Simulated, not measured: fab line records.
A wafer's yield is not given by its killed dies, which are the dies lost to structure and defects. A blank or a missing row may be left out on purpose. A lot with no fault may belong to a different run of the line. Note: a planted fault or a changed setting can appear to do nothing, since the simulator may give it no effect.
Split-lot trial ; flow sfq_line ; on a route of 325 steps: 5 lots, 23 wafers read

== ON THE SPLIT ==
At SFQ_TRILAYER_M2_DEP_SPUTTER_055 (material Nb, target thk 200 nm, time 133.3 s), the setting time_s was moved away from the recipe's 133.3 s on 9 of the 23 wafers read, by -7.7% to +9.6%. The other wafers ran this setting at the recipe's value.

== FROM THE SPLIT TO THE READING: what the file shows between them, 2 steps ==
- SFQ_M2_RS_MEAS_914: measures by four-point-probe
- SFQ_TRILAYER_M2_LITHO_COAT_062: resist thk 62 nm (also split here: resist_thk_nm)

== THE READING ==
oes_product_au, in a.u., at SFQ_TRILAYER_M2_ETCH_METAL_ETCH_060 (etches Nb in Cl2/Ar, stops on SiO2, target depth 240 nm, time 120 s). Typical for fault-free wafers on this fab line: 0.892 a.u., with standard deviation 0.0097 a.u.

wafer;tool, chamber at the split;time_s as run, s;against the recipe;oes_product_au, a.u.;against lot-mates on the recipe
L074.1;pvd_sputter-03, -;133.3;recipe;0.901;-
L074.2;pvd_sputter-03, -;144;+8.0%;0.959;+0.063
L074.3;pvd_sputter-03, -;133.3;recipe;0.891;-
L074.4;pvd_sputter-03, -;144;+8.0%;0.952;+0.056
L074.5;pvd_sputter-03, -;144;+8.0%;0.928;+0.032
L075.1;pvd_sputter-04, -;133.3;recipe;0.885;-
L075.2;pvd_sputter-04, -;133.3;recipe;0.891;-
L075.4;pvd_sputter-04, -;133.3;recipe;0.891;-
L079.1;pvd_sputter-03, -;133.3;recipe;0.904;-
L079.3;pvd_sputter-03, -;133.3;recipe;0.900;-
L079.4;pvd_sputter-03, -;133.3;recipe;0.889;-
L079.5;pvd_sputter-03, -;133.3;recipe;0.900;-
L079.6;pvd_sputter-03, -;133.3;recipe;0.888;-
L081.2;pvd_sputter-05, -;123;-7.7%;0.852;-0.034
L081.3;pvd_sputter-05, -;123;-7.7%;0.838;-0.048
L081.4;pvd_sputter-05, -;133.3;recipe;0.879;-
L081.5;pvd_sputter-05, -;123;-7.7%;0.840;-0.046
L081.6;pvd_sputter-05, -;133.3;recipe;0.893;-
L084.1;pvd_sputter-05, -;133.3;recipe;0.888;-
L084.2;pvd_sputter-05, -;146.1;+9.6%;0.940;+0.054
L084.3;pvd_sputter-05, -;146.1;+9.6%;0.925;+0.039
L084.4;pvd_sputter-05, -;133.3;recipe;0.884;-
L084.5;pvd_sputter-05, -;146.1;+9.6%;0.923;+0.037

THE FIT
A straight line over all 23 wafers: oes_product_au changes by +0.00549 a.u. for each +1% of time_s; r = +0.94; the points scatter about the line by 0.011 a.u.
The same after taking each lot's own level away (the mean of its wafers on the recipe; 23 wafers): +0.00533 a.u. for each +1%; r = +0.96; scatter 0.0086 a.u.
The reading moves by 0.051 a.u. for the largest change in time_s, on that fit.
Measured against the standard deviation above, the lots' own levels, which go from 0.8860 to 0.8962 a.u., span 1.1 times it.
Consequently the slope shifts little with the lot-to-lot level, the two slopes agreeing.
Check: for one of the wafers moved furthest among these (+9.6%), held out of the fit, the line's prediction against its lot-mates is +0.0503 a.u. It came out at +0.054 a.u. against them.

== ADDITIONAL SPLITS CARRIED BY THESE WAFERS ==
Note: prior to the reading, these wafers also went through further splits. Each is held against what the fit with the lots' levels taken away leaves over:
other split on the same wafers;wafers away from the commonest value;r with oes_product_au (lot level and that fit taken away)
SFQ_TRILAYER_M1_LITHO_PEB_042 peb_temp_c;8;+0.22
SFQ_TRILAYER_I1_CMP_CMP_046 leave_above_ref_nm;8;-0.26
SFQ_TRILAYER_I1_VIA_LITHO_COAT_049 spin_rpm;11;+0.17
SFQ_TRILAYER_M2_LITHO_COAT_062 resist_thk_nm;8;-0.39

== THE WHOLE CHAIN: every reading that the file lists as answering this split, in the file's order ==
step;what it does;reading;change (the file's fit);r (the file's)
SFQ_TRILAYER_M2_DEP_SPUTTER_055;material Nb, target thk 200 nm, time 133.3 s;Nb_of_TRILAYER_M2_DEP_SPUTTER_055.thk_nm (the simulator's own value, which no gauge read);+2.11 nm for each +1% of the setting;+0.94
SFQ_M2_RS_MEAS_914;measures by four-point-probe;M2_NB_RS;-0.00948 for each +1% of the setting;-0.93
SFQ_TRILAYER_M2_ETCH_METAL_ETCH_060;etches Nb in Cl2/Ar, stops on SiO2, target depth 240 nm, time 120 s;oes_product_au;+0.00533 a.u. for each +1% of the setting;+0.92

== THE FILE'S OWN FIT ==
oes_product_au changes by +0.00533 a.u. for each +1% of time_s, r = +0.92.
